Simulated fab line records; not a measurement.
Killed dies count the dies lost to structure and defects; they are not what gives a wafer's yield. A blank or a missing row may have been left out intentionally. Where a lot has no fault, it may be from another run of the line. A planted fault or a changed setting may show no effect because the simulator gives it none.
Problem report, 8D (eight disciplines) form, completed by code / flow gf180mcu / the parts of the form that need people (team, actions taken, sign-off) are left out

== 1. THE PROBLEM ==
V4_CVD_00_THK at GF_V4_THK_MEAS_01 reads a mean of 514 nm on 4 wafers of 3 lots; wafers without a fault read 599 nm with a standard deviation of 6. Relative to the usual mean, that is a shift of -14 standard deviations.
Seen first at day 29 11:58 on film-metro-01, wafer L372.2. The record has a number at this step for 36 wafers belonging to 12 lots. By rule, "out" or "out of limits" means more than 4 standard deviations away from the usual mean. All remaining wafers that have a number are taken as sound.

== 2. WHAT IT IS, AND WHAT IT ISN'T ==
question=which readings at this step | is=V4_CVD_00_THK | is not=-
question=which lots | is=L372, L373, L374 | is not=L353, L354, L355, L356, L361, L363, L365, L366, L376
question=which wafers of those lots | is=L372.2, L373.2, L373.4, L374.6 | is not=L372.1, L372.4, L373.3, L374.1, L374.3
question=read on which gauges | is=film-metro-01, film-metro-03 | is not=film-metro-04
question=when | is=from day 29 11:58 | is not=up to then (26 sound wafers); but 6 sound wafers of L373, L374, L376 came after

== 3. THE SUSPECTS, EACH WITH WHAT RULES IT OUT ==
Counting: if a tool at a process step up to the reading ran every lot that is out, it stays a suspect. Sound lots after the first of them don't rule it out here, since some wafers of a struck lot are sound.
- the gauge at GF_V4_THK_MEAS_01 has been ruled out. 2 gauges (film-metro-01, film-metro-03) read the wafers that are out.
- hdpcvd-02 at GF_V4_CVD_00 (deposits SiO2, target thk 600 nm, time 100 s): kept. Ran every lot that is out, first one L372 (day 29 11:53); last sound lot up to then L366 (day 27 21:52). Its own readings are out on those wafers: sih4-flow-sccm.
- In hdpcvd-02 at GF_V4_CVD_00, the wafers that are out were processed in chamber 0 and their sound lot-mates in chambers 1, 2.
The count leaves hdpcvd-02 at GF_V4_CVD_00.

== 4. THE CAUSE (what the simulator had put in) ==
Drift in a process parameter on hdpcvd-02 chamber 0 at GF_V4_CVD_00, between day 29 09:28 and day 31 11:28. A move of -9 in setting sih4-flow-sccm, from 60. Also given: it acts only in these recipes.
Counting left only this tool.

== 5. SEQUENCE OF EFFECTS, ordered by route ==
One row per reading whose mean, taken over the struck wafers that have a number, lies over 3 standard deviations from the usual. Only readings for which the record gives a usual standard deviation are gone through. hours: the time from each lot's start at the first step in this table that gives one to its start at this step, as a median over the lots. sigmas: the change in usual standard deviations.
hours=0; step=GF_V4_CVD_00; reading=sih4-flow-sccm; usual=60.02 sccm; on struck wafers=51.10; change=-8.92; sigmas=-52
hours=0; step=GF_V4_THK_MEAS_01; reading=V4_CVD_00_THK; usual=599 nm; on struck wafers=514; change=-85; sigmas=-14
Its process steps:
- GF_V4_CVD_00: deposits SiO2, target thk 600 nm, time 100 s.

== 6. WHAT WOULD HAVE CAUGHT IT SOONER ==
The first out-of-limits reading at a measuring or inspecting step in this record came at day 29 11:58, 2 hours after the fault's start at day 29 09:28.
At GF_V4_CVD_00, the tool's own readings (sih4-flow-sccm) were out on each struck wafer the step has a row for, so an alarm limit on them would have fired on the first such wafer.
L373, L374, from the lots that are out (3), started GF_V4_CVD_00 on hdpcvd-02 later than day 29 11:58. A hold on the tool at that time would have spared those 2.
